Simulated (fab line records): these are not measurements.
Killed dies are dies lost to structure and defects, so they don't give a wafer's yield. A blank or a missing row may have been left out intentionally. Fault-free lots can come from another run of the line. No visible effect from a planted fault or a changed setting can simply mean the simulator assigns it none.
Matching of chambers + flow gf180mcu + GF_V5_CMP_26 on cmp-01 has 4 sister chambers
The step polishes, stops on SiO2, t overpolish 15 s, target thk 0 nm. 4 wafers are shown with their chamber, then 10 later ones without.

== WAFERS, EACH WITH ITS CHAMBER ==
| wafer  | chamber | motorCurrentA (A) |
|--------|---------|-------------------|
| L544.4 | 0       | 11.4              |
| L544.5 | 2       | 11.6              |
| L545.3 | 3       | 12.0              |
| L545.5 | 1       | 11.0              |

== WAFERS WITHOUT THEIR CHAMBER ==
| wafer  | motorCurrentA (A) |
|--------|-------------------|
| L545.6 | 11.5              |
| L549.1 | 11.9              |
| L549.3 | 11.5              |
| L549.4 | 11.5              |
| L550.4 | 12.0              |
| L550.5 | 11.2              |
| L550.6 | 11.7              |
| L551.2 | 11.2              |
| L551.4 | 10.4              |
| L551.5 | 11.8              |

== THE CHAMBER EACH PASSED THROUGH ==
| wafer  | from the rows above               | in truth |
|--------|-----------------------------------|----------|
| L545.6 | can't be placed: 0 or 2 or 1 or 3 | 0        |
| L549.1 | can't be placed: 3 or 2 or 0      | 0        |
| L549.3 | can't be placed: 0 or 2 or 1 or 3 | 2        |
| L549.4 | can't be placed: 0 or 2 or 1 or 3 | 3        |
| L550.4 | can't be placed: 3 or 2           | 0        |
| L550.5 | can't be placed: 1 or 0 or 2      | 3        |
| L550.6 | can't be placed: 2 or 0 or 3      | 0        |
| L551.2 | can't be placed: 1 or 0 or 2      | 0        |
| L551.4 | can't be placed: 1 or 0           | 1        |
| L551.5 | can't be placed: 3 or 2 or 0      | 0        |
Placed correctly: 0 of 10. Cannot be placed on the basis of these rows: 10; the candidates contain the true chamber in 8. Placed wrongly: 0.
How it was worked out, from the rows above alone: a wafer's distance from a chamber is the root of the sum, over the readings, of the square of ((its reading less the chamber's mean) divided by the reading's scatter). If the next closest chamber is less than 2 further off than the closest, the wafer can't be placed; otherwise it belongs to the closest. A chamber's mean is the mean of its shown wafers. The scatter (one wafer shown for each chamber): square how far every hidden wafer sits from the nearest shown wafer, average those squares and take the square root.
